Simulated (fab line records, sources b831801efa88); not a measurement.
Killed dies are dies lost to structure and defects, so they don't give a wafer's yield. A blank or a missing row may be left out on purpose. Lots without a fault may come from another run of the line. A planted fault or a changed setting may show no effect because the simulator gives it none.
Which tool did it? | flow sky130 | 13 lots, 39 wafers sampled, at 3 steps of a route of 708

WHAT THE GAUGES READ, wafer by wafer
SKY_VT_ADJUST_HVTR_OVL_MEAS_08.
lot  | measured     | on         | VT_ADJUST_HVTR_OVL (nm)
L478 | day 9 05:17  | overlay-02 | -0.3 -0.7 -0.3
L479 | day 9 18:36  | overlay-02 | 0.7 -0.7 -0.5
L480 | day 10 03:34 | overlay-02 | 0.7 0.0 1.5
L482 | day 10 19:14 | overlay-02 | 0.7 0.6 2.1
L483 | day 11 23:12 | overlay-01 | 4.6 0.6 2.2
L484 | day 11 23:31 | overlay-02 | 2.6 3.9 1.0
L487 | day 13 04:50 | overlay-02 | 0.3 1.0 -0.6
L488 | day 13 05:41 | overlay-01 | 114.3 113.8 113.7
L489 | day 14 07:43 | overlay-02 | 115.0 114.3 114.0
L493 | day 15 00:35 | overlay-02 | 1.0 0.7 1.5
L495 | day 15 12:47 | overlay-01 | -1.3 -0.8 -2.6
L498 | day 15 20:19 | overlay-01 | 0.8 -1.5 -1.8
L499 | day 16 06:29 | overlay-01 | 2.7 3.1 3.8

SKY_VT_ADJUST_PCH_OVL_MEAS_07.
lot  | measured     | on         | VT_ADJUST_PCH_OVL (nm)
L478 | day 10 03:22 | overlay-02 | -1.2 -1.7 -0.2
L479 | day 10 16:22 | overlay-01 | 1.0 -0.3 0.5
L480 | day 11 01:23 | overlay-02 | -1.1 0.4 1.0
L482 | day 11 19:22 | overlay-01 | 0.0 -0.2 0.4
L483 | day 13 00:11 | overlay-02 | 1.2 0.5 -1.0
L484 | day 13 00:34 | overlay-01 | -0.2 0.3 1.1
L487 | day 14 07:25 | overlay-01 | -0.7 1.0 1.0
L488 | day 14 08:11 | overlay-01 | 0.7 0.0 0.5
L489 | day 15 11:07 | overlay-01 | -0.6 1.2 0.6
L493 | day 16 03:52 | overlay-02 | 1.4 2.2 1.4
L495 | day 16 16:42 | overlay-02 | -1.3 0.3 0.9
L498 | day 17 01:01 | overlay-02 | 1.4 3.8 1.6
L499 | day 17 11:16 | overlay-02 | 1.0 -0.6 1.7

WHICH TOOL RAN EACH LOT (tool, then ch and the chambers of the sampled wafers, then the start)
lot  | SKY_VT_ADJUST_HVTR_EXPOSE_04
L478 | iline_stepper-02 ch 0, day 8 18:29
L479 | iline_stepper-01 ch 0, day 9 07:16
L480 | iline_stepper-02 ch 0, day 9 14:01
L482 | iline_stepper-02 ch 0, day 10 08:22
L483 | iline_stepper-02 ch 0, day 11 11:35
L484 | iline_stepper-01 ch 0, day 11 11:52
L487 | iline_stepper-01 ch 0, day 12 16:05
L488 | iline_stepper-02 ch 0, day 12 16:50
L489 | iline_stepper-02 ch 0, day 13 18:00
L493 | iline_stepper-01 ch 0, day 14 11:07
L495 | iline_stepper-01 ch 0, day 14 22:46
L498 | iline_stepper-01 ch 0, day 15 06:47
L499 | iline_stepper-01 ch 0, day 15 17:26
- SKY_VT_ADJUST_HVTR_EXPOSE_04: exposes mask HVTRM, target cd 380 nm.

WHAT THE TOOLS THEMSELVES READ (means of the sampled wafers that have a number; where no wafer has one, the mark that the record gives instead)
The record holds no such reading with a usual standard deviation.

THE ANSWER, worked out from the rows above alone
Rule: what is usual is taken from the lots themselves. Put in order of their means at a reading, lots are off if they are a third of the lots or fewer, leave a main group of 4 or more, and stand apart from it by a gap of 3 or more times the standard deviation of the main group's means; of several such gaps the widest counts. A main group whose means are all the same, to the digits that the tables above print for the reading, isn't used. A lot without any number at a reading at which 4 lots or more have one is off too. The other lots that the step has rows for count as sound. The gauges are gone through in route order, then the tools' own readings, and for those a lot's mean is taken as printed above. The first step at which some lot is off is used, and at that step the reading that is off furthest; a lot without a number counts as furthest.
Off: L488, L489, at SKY_VT_ADJUST_HVTR_OVL_MEAS_08 (VT_ADJUST_HVTR_OVL). The main group: mean 0.8 nm, standard deviation 1.4.
A tool fits if, at a process step before that reading, it ran every lot that is off, and no sound lot after the first of them. The gauges at SKY_VT_ADJUST_HVTR_OVL_MEAS_08 are tried like those tools. One fits: iline_stepper-02 at SKY_VT_ADJUST_HVTR_EXPOSE_04. Its last sound lot is L483 (day 11 11:35), its first lot that is off L488 (day 12 16:50): a fault that began between those two fits.

WHAT THE SIMULATOR HAD PUT IN
Scanner matching overlay: iline_stepper-02, from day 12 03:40 on, at SKY_VT_ADJUST_HVTR_EXPOSE_04. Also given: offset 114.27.
Lots struck among those shown: L488, L489. The rule above found the same.
